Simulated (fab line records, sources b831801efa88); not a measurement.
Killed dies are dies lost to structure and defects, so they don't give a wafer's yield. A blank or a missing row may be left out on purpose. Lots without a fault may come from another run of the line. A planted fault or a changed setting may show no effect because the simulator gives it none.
Split-lot experiment | flow sky130 | 5 lots, 23 wafers read, on a route of 708 steps

THE SPLIT
At SKY_VIA1_SPUTTER_20 (material TiN, target thk 20 nm, time 80 s), the setting chamber_pressure_pa was moved away from the recipe's 5 Pa on 15 of the 23 wafers read, by -13.3% to +14.9%. The other wafers ran this setting at the recipe's value.

The reading is taken at the split's own step.

THE READING
TiN_of_VIA1_SPUTTER_20.thk_nm (the simulator's own value, which no gauge read), in nm, at SKY_VIA1_SPUTTER_20 (material TiN, target thk 20 nm, time 80 s). The file gives no usual value for it. The 8 wafers here that ran the recipe average 19.48 nm, standard deviation 0.2 nm.

wafer  | tool, chamber at the split | chamber_pressure_pa as run, Pa | against the recipe | TiN_of_VIA1_SPUTTER_20.thk_nm, nm | against lot-mates on the recipe
L076.2 | pvd_sputter-02, -          | 5                              | recipe             | 19.65                             | -
L076.3 | pvd_sputter-02, -          | 5                              | recipe             | 19.55                             | -
L076.4 | pvd_sputter-02, -          | 5                              | recipe             | 19.22                             | -
L076.5 | pvd_sputter-02, -          | 5                              | recipe             | 19.51                             | -
L076.6 | pvd_sputter-02, -          | 5                              | recipe             | 19.21                             | -
L080.1 | pvd_sputter-02, -          | 5.452                          | +9.0%              | 18.23                             | no lot-mate on the recipe
L080.3 | pvd_sputter-02, -          | 5.452                          | +9.0%              | 18.21                             | no lot-mate on the recipe
L080.4 | pvd_sputter-02, -          | 5.452                          | +9.0%              | 17.82                             | no lot-mate on the recipe
L080.5 | pvd_sputter-02, -          | 5.452                          | +9.0%              | 17.78                             | no lot-mate on the recipe
L080.6 | pvd_sputter-02, -          | 5.452                          | +9.0%              | 18.24                             | no lot-mate on the recipe
L081.1 | pvd_sputter-01, -          | 5.746                          | +14.9%             | 17.69                             | no lot-mate on the recipe
L081.2 | pvd_sputter-01, -          | 5.746                          | +14.9%             | 17.96                             | no lot-mate on the recipe
L081.3 | pvd_sputter-01, -          | 5.746                          | +14.9%             | 17.83                             | no lot-mate on the recipe
L081.4 | pvd_sputter-01, -          | 5.746                          | +14.9%             | 17.72                             | no lot-mate on the recipe
L081.6 | pvd_sputter-01, -          | 5.746                          | +14.9%             | 17.91                             | no lot-mate on the recipe
L082.1 | pvd_sputter-02, -          | 4.334                          | -13.3%             | 22.44                             | no lot-mate on the recipe
L082.2 | pvd_sputter-02, -          | 4.334                          | -13.3%             | 22.14                             | no lot-mate on the recipe
L082.4 | pvd_sputter-02, -          | 4.334                          | -13.3%             | 22.53                             | no lot-mate on the recipe
L082.5 | pvd_sputter-02, -          | 4.334                          | -13.3%             | 22.51                             | no lot-mate on the recipe
L082.6 | pvd_sputter-02, -          | 4.334                          | -13.3%             | 22.16                             | no lot-mate on the recipe
L084.3 | pvd_sputter-02, -          | 5                              | recipe             | 19.41                             | -
L084.5 | pvd_sputter-02, -          | 5                              | recipe             | 19.84                             | -
L084.6 | pvd_sputter-02, -          | 5                              | recipe             | 19.49                             | -

THE FIT
A straight line over all 23 wafers: TiN_of_VIA1_SPUTTER_20.thk_nm changes by -0.165 nm for each +1% of chamber_pressure_pa; r = -0.97; the points scatter about the line by 0.42 nm.
Too few moved wafers have a lot-mate on the recipe to fit a line with each lot's own level taken away.

THE FILE'S OWN FIT
TiN_of_VIA1_SPUTTER_20.thk_nm changes by -0.165 nm for each +1% of chamber_pressure_pa, r = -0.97.
